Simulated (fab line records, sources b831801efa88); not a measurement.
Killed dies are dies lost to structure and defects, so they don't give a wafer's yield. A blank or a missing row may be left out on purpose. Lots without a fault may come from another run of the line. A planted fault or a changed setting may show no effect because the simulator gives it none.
fab line records | flow sky130
record lots=10 wafers=30 last_day=50
route steps=708 shown METAL2@489 VIA2@530 CAPM@539 METAL3@563
lots that met no fault: from a run of the same line without faults
start_h: hours from the record's first day to the start of the lot's first wafer shown | wait_h: hours since the lot's step before | " the same as in the row above | L1.1+2: a row that stands for several wafers | - no value, or no start given | * or withheld: withheld | < > ~ a bound
route shown NAME@n: a module of which the file shows steps, and the number in the route of the first | usual: mean/standard deviation of fault-free wafers | same: alike in all rows | chamber/n: place in a boat | sites: the reading at each site | _std_site: their standard deviation | _edge_site: outer sites' mean less inner sites' | radius_mm: how far each site lies from the wafer's centre | mask NAME#n: copy n | behind: the tool/chamber that last shaped the wafer | hold: why the lot was held/for how many hours/how that ended | device: the transistor (n, p or np) that didn't switch | end of line: the same wafers' tests at the end of the route | a step without rows: its recipe alone | killed: dies lost to structure and defects at the first sort, not the wafer's yield | map: a wafer's dies, x killed, . not, _ none there
set.NAME: the setting as run; set.NAME@STEP: as run at that earlier step | model.NAME: the simulator's own value behind a step, which no gauge read
steps of the route over a sample of lots; a table a step, a row a wafer
services: from which hour (start_h, from the record's first day; less than 0 if before it) a tool's chamber was out of use, for how many hours, and why
## steps
# step SKY_METAL2_THK_MEAS_06
# recipe thk_meas_gauge=xrf reads=AlCu_of_METAL2_SPUTTER_02
# usual METAL2_ALCU_THK=244.8/2.7
# columns lot.wafer tool chamber start_h wait_h METAL2_ALCU_THK[nm]
L155.4 film_metro-02 - 802.71 0.1 244.5
L155.5 " - " " 248.2
L155.6 " - " " 243.1
L157.1 film_metro-01 - 820.82 0.1 240.9
L157.3 " - " " 241.8
L157.4 " - " " 245.7
L158.3 film_metro-01 - 832.07 0.1 246.9
L158.4 " - " " 242.1
L158.6 " - " " 244.7
L160.1 film_metro-01 - 843.31 0.1 242.6
L160.4 " - " " 244.9
L160.6 " - " " 245.1
L161.3 film_metro-03 - 850.13 0.1 246.1
L161.4 " - " " 245.3
L161.6 " - " " 245.0
L166.3 film_metro-03 - 895.16 0.1 245.8
L166.4 " - " " 244.0
L166.6 " - " " 247.5
L171.1 film_metro-01 - 921.46 0.1 243.2
L171.2 " - " " 244.3
L171.4 " - " " 244.4
L173.1 film_metro-03 - 942.45 0.1 242.7
L173.3 " - " " 242.0
L173.5 " - " " 238.8
L176.2 film_metro-01 - 970.35 0.1 240.9
L176.3 " - " " 249.8
L176.6 " - " " 241.4
L177.1 film_metro-01 - 978.99 0.1 246.5
L177.2 " - " " 244.7
L177.4 " - " " 244.9
# step SKY_VIA2_THK_MEAS_23
# recipe thk_meas_gauge=xrf reads=W_of_VIA2_CVD_21
# usual VIA2_W_THK=405/7.1
# columns lot.wafer tool chamber start_h wait_h VIA2_W_THK[nm]
L155.4 film_metro-01 - 857.76 0.1 402
L155.5 " - " " 396
L155.6 " - " " 397
L157.1 film_metro-01 - 876.22 0.1 407
L157.3 " - " " 398
L157.4 " - " " 404
L158.3 film_metro-01 - 887.12 0.1 402
L158.4 " - " " 404
L158.6 " - " " 403
L160.1 film_metro-01 - 898.45 0.1 403
L160.4 " - " " 400
L160.6 " - " " 405
L161.3 film_metro-03 - 904.22 0.1 417
L161.4 " - " " 408
L161.6 " - " " 414
L166.3 film_metro-03 - 949.27 0.1 405
L166.4 " - " " 407
L166.6 " - " " 402
L171.1 film_metro-03 - 974.67 0.1 409
L171.2 " - " " 403
L171.4 " - " " 407
L173.1 film_metro-01 - 994.67 0.1 391
L173.3 " - " " 394
L173.5 " - " " 395
L176.2 film_metro-03 - 1021.60 0.1 413
L176.3 " - " " 417
L176.6 " - " " 407
L177.1 film_metro-04 - 1029.72 0.1 404
L177.2 " - " " 406
L177.4 " - " " 401
# step SKY_CAPM_SPUTTER_02
# recipe material=TiN target_thk_nm=200 temp_c=300 power_w=6500 time_s=166.7 chamber_pressure_pa=0.4
# usual cathode_dc_power_W=6500.0/1.2 throttle_valve_pct=30.0/0.93
# columns lot.wafer tool chamber start_h wait_h cathode_dc_power_W throttle_valve_pct
L155.4 pvd_sputter-01 - 858.33 0.0 6499.5 30.9
L155.5 " - " " 6501.0 30.9
L155.6 " - " " 6502.0 29.6
L157.1 pvd_sputter-02 - 876.83 0.1 6500.7 30.0
L157.3 " - " " 6499.7 31.8
L157.4 " - " " 6499.5 30.3
L158.3 pvd_sputter-02 - 887.69 0.0 6498.4 28.1
L158.4 " - " " 6501.6 31.6
L158.6 " - " " 6500.0 30.1
L160.1 pvd_sputter-02 - 899.05 0.1 6500.9 28.2
L160.4 " - " " 6500.4 30.2
L160.6 " - " " 6500.2 28.1
L161.3 pvd_sputter-02 - 904.80 0.0 6501.5 28.0
L161.4 " - " " 6499.2 30.4
L161.6 " - " " 6499.6 28.2
L166.3 pvd_sputter-02 - 949.85 0.0 5185.4 28.0
L166.4 " - " " 6500.3 30.2
L166.6 " - " " 6499.6 30.2
L171.1 pvd_sputter-01 - 975.27 0.1 6503.0 29.4
L171.2 " - " " 6499.8 30.0
L171.4 " - " " 6499.3 31.2
L173.1 pvd_sputter-01 - 995.27 0.1 6499.4 29.4
L173.3 " - " " 6500.1 29.7
L173.5 " - " " 6498.4 30.8
L176.2 pvd_sputter-02 - 1022.18 0.0 6500.7 31.4
L176.3 " - " " 6500.3 30.1
L176.6 " - " " 6501.6 30.1
L177.1 pvd_sputter-02 - 1030.33 0.1 6499.8 28.3
L177.2 " - " " 6502.0 31.5
L177.4 " - " " 6498.0 30.3
# step SKY_CAPM_RS_MEAS_03
# recipe thk_meas_gauge=four-point-probe reads=TiN_of_CAPM_SPUTTER_02
# usual CAPM_TIN_RS=6.91/0.067
# columns lot.wafer tool chamber start_h wait_h hold CAPM_TIN_RS[ohm/sq]
L155.4 film_metro-04 - 858.50 0.1 - 6.85
L155.5 " - " " - 6.82
L155.6 " - " " - 6.84
L157.1 film_metro-04 - 876.94 0.1 - 6.80
L157.3 " - " " - 6.88
L157.4 " - " " - 6.81
L158.3 film_metro-01 - 887.84 0.1 - 6.98
L158.4 " - " " - 6.99
L158.6 " - " " - 6.89
L160.1 film_metro-01 - 899.16 0.1 - 6.97
L160.4 " - " " - 6.91
L160.6 " - " " - 6.98
L161.3 film_metro-04 - 904.94 0.1 - 6.94
L161.4 " - " " - 6.83
L161.6 " - " " - 6.90
L166.3 film_metro-02 - 950.00 0.1 await_dispo/0.2h/release 8.82
L166.4 " - " " await_dispo/0.2h/release 6.91
L166.6 " - " " await_dispo/0.2h/release 6.95
L166.3 film_metro-02 - 950.28 0.3 - 8.81
L166.4 " - " " - 6.92
L166.6 " - " " - 6.97
L171.1 film_metro-01 - 975.37 0.1 - 6.98
L171.2 " - " " - 6.90
L171.4 " - " " - 7.02
L173.1 film_metro-01 - 995.38 0.1 - 6.92
L173.3 " - " " - 6.99
L173.5 " - " " - 6.97
L176.2 film_metro-04 - 1022.31 0.1 - 6.90
L176.3 " - " " - 6.84
L176.6 " - " " - 6.87
L177.1 film_metro-01 - 1030.44 0.1 - 6.87
L177.2 " - " " - 6.92
L177.4 " - " " - 6.81
# step SKY_CAPM_THK_MEAS_04
# recipe thk_meas_gauge=xrf reads=TiN_of_CAPM_SPUTTER_02
# usual CAPM_TIN_THK=197.6/2.3
# columns lot.wafer tool chamber start_h wait_h hold CAPM_TIN_THK[nm]
L155.4 film_metro-04 - 858.59 0.1 - 200.4
L155.5 " - " " - 201.1
L155.6 " - " " - 200.0
L157.1 film_metro-04 - 877.06 0.1 - 200.4
L157.3 " - " " - 199.6
L157.4 " - " " - 200.4
L158.3 film_metro-01 - 887.94 0.1 - 194.6
L158.4 " - " " - 194.7
L158.6 " - " " - 197.3
L160.1 film_metro-01 - 899.28 0.1 - 195.6
L160.4 " - " " - 197.1
L160.6 " - " " - 195.4
L161.3 film_metro-04 - 905.04 0.1 - 197.0
L161.4 " - " " - 200.2
L161.6 " - " " - 197.5
L166.3 film_metro-02 - 955.30 5.0 await_dispo/0.2h/release 155.8
L166.4 " - " " await_dispo/0.2h/release 198.0
L166.6 " - " " await_dispo/0.2h/release 196.7
L166.3 film_metro-02 - 955.52 0.2 - 156.5
L166.4 " - " " - 198.7
L166.6 " - " " - 196.5
L171.1 film_metro-01 - 975.49 0.1 - 194.5
L171.2 " - " " - 197.4
L171.4 " - " " - 193.0
L173.1 film_metro-01 - 995.50 0.1 - 197.4
L173.3 " - " " - 196.2
L173.5 " - " " - 195.3
L176.2 film_metro-04 - 1022.42 0.1 - 199.0
L176.3 " - " " - 200.9
L176.6 " - " " - 199.5
L177.1 film_metro-01 - 1030.56 0.1 - 197.8
L177.2 " - " " - 197.0
L177.4 " - " " - 199.4
# step SKY_CAPM_METAL_ETCH_13
# recipe target_depth_nm=220 stop_on=SiO2 chemistry=Cl2/BCl3 target=TiN pressure_mtorr=10 icp_w=900 bias_w=48.5 Cl2_flow_sccm=60 bcl3_flow_sccm=30 time_s=62.9
# usual bcl3_flow_sccm=30.00/0.1 drypump_motor_current_A=5.8/0.52 oes_product_au=0.942/0.0065 throttle_valve_pct=21.901/0.01
# columns lot.wafer tool chamber start_h wait_h bcl3_flow_sccm drypump_motor_current_A oes_product_au rf_hours_counter_h throttle_valve_pct
L155.4 rie_metal-01 1 885.25 0.0 30.12 5.1 0.940 - 21.879
L155.5 " 1 " " 29.93 5.1 0.944 - 21.892
L155.6 " 0 " " 30.00 6.1 0.945 - 21.908
L157.1 rie_metal-01 0 902.72 0.0 30.09 6.0 0.943 8 21.893
L157.3 " 0 " " 30.04 6.0 0.945 - 21.891
L157.4 " 1 " " 30.05 5.1 0.949 - 21.902
L158.3 rie_metal-04 1 913.24 0.0 29.88 6.0 0.940 - 21.897
L158.4 " 0 " " 30.08 6.6 0.935 - 21.916
L158.6 " 1 " " 30.08 5.9 0.935 - 21.897
L160.1 rie_metal-02 1 924.37 0.0 30.19 5.5 0.930 10 21.909
L160.4 " 0 " " 30.09 5.5 0.942 - 21.913
L160.6 " 1 " " 30.20 5.5 0.944 - 21.897
L161.3 rie_metal-04 0 930.24 0.0 29.88 6.6 0.935 - 21.910
L161.4 " 1 " " 29.93 5.9 0.940 - 21.890
L161.6 " 1 " " 29.94 5.9 0.945 - 21.905
L166.3 rie_metal-02 1 973.89 0.0 30.10 5.5 0.820 - 21.970
L166.4 " 0 " " 30.05 5.5 0.941 - 21.899
L166.6 " 0 " " 29.88 5.5 0.936 - 21.908
L171.1 rie_metal-01 1 1000.13 0.0 30.10 5.1 0.940 15 21.908
L171.2 " 0 " " 30.10 6.0 0.944 13 21.914
L171.4 " 0 " " 30.02 6.0 0.934 - 21.910
L173.1 rie_metal-01 0 1018.53 0.0 29.88 6.0 0.938 14 21.903
L173.3 " 0 " " 29.87 6.0 0.940 - 21.895
L173.5 " 0 " " 29.93 6.0 0.934 - 21.906
L176.2 rie_metal-01 0 1044.33 0.0 30.08 6.0 0.939 15 21.897
L176.3 " 0 " " 30.15 6.0 0.943 - 21.895
L176.6 " 0 " " 30.05 6.0 0.943 - 21.890
L177.1 rie_metal-04 1 1053.12 0.0 29.93 5.9 0.948 6 21.909
L177.2 " 0 " " 30.12 6.6 0.937 18 21.911
L177.4 " 1 " " 30.07 6.0 0.943 - 21.899
# step SKY_METAL3_CD_MEAS_13
# recipe target_cd_nm=300
# usual cd_nm=299.8/1.3
# columns lot.wafer tool chamber start_h wait_h cd_nm
L155.4 cd_sem-01 - 911.74 - 300.6
L155.5 " - " " 298.1
L155.6 " - " " 299.4
L157.1 cd_sem-02 - 928.93 - 300.4
L157.3 " - " " 300.8
L157.4 " - " " 301.8
L158.3 cd_sem-02 - 938.82 - 300.9
L158.4 " - " " 302.2
L158.6 " - " " 301.4
L160.1 cd_sem-02 - 950.14 - 298.4
L160.4 " - " " 300.1
L160.6 " - " " 299.3
L161.3 cd_sem-02 - 955.98 - 299.3
L161.4 " - " " 298.6
L161.6 " - " " 299.1
L166.3 cd_sem-01 - 998.97 - 302.3
L166.4 " - " " 301.3
L166.6 " - " " 301.3
L171.1 cd_sem-02 - 1024.16 - 298.8
L171.2 " - " " 297.6
L171.4 " - " " 297.7
L173.1 cd_sem-01 - 1042.61 - 300.9
L173.3 " - " " 299.9
L173.5 " - " " 300.2
L176.2 cd_sem-02 - 1067.15 - 299.7
L176.3 " - " " 298.0
L176.6 " - " " 299.6
L177.1 cd_sem-02 - 1075.51 - 297.9
L177.2 " - " " 296.8
L177.4 " - " " 297.0
## services
# columns tool chamber start_h hours kind
rie_metal-04 - 851.75 0.1 repair
rie_metal-04 - 851.94 2.8 pm
pvd_sputter-01 - 879.24 2.2 repair
rie_metal-04 1 932.40 - clean
rie_metal-04 1 932.40 20.4 scheduled_down
rie_metal-04 1 932.40 20.4 vent_cycle
pvd_sputter-02 - 937.49 1.6 repair
rie_metal-02 - 997.21 1.5 repair
pvd_sputter-01 - 1000.03 7.2 repair
pvd_sputter-02 1 1003.48 - consumable_replace:kit
pvd_sputter-02 1 1003.48 18.0 scheduled_down
pvd_sputter-02 1 1003.48 18.0 vent_cycle
rie_metal-02 0 1005.76 - clean
rie_metal-02 0 1005.76 14.4 scheduled_down
rie_metal-02 0 1005.76 14.4 vent_cycle
rie_metal-01 - 1012.74 2.8 pm
pvd_sputter-02 - 1043.53 17.0 repair
pvd_sputter-01 2 1048.27 - consumable_replace:kit
pvd_sputter-01 2 1048.27 18.0 scheduled_down
pvd_sputter-01 2 1048.27 18.0 vent_cycle
## key
first_sign step=SKY_CAPM_SPUTTER_02 reading=cathode_dc_power_W direction=down sigmas=99+ usual=6500.0 struck=5185.4
effect step=SKY_CAPM_RS_MEAS_03 reading=visit direction=added
effect step=SKY_CAPM_RS_MEAS_03 reading=CAPM_TIN_RS direction=up sigmas=29 usual=6.91 struck=8.82
effect step=SKY_CAPM_THK_MEAS_04 reading=visit direction=added
effect step=SKY_CAPM_THK_MEAS_04 reading=CAPM_TIN_THK direction=down sigmas=19 usual=197.6 struck=155.8
effect step=SKY_CAPM_METAL_ETCH_13 reading=oes_product_au direction=down sigmas=19 usual=0.942 struck=0.820
met_at SKY_CAPM_SPUTTER_02
struck_lots L166
struck_wafers L166.3
not_acting_at SKY_METAL2_THK_MEAS_06,SKY_VIA2_THK_MEAS_23,SKY_METAL3_CD_MEAS_13
onset_between 904.80 949.85
fault kind=process_parameter_drift tool=pvd_sputter-02 chamber=- onset_h=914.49 steps=SKY_CAPM_SPUTTER_02 channel=power_w offset=* shape=step end_h=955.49 acts_in=* stated=* scope=struck_wafers_only
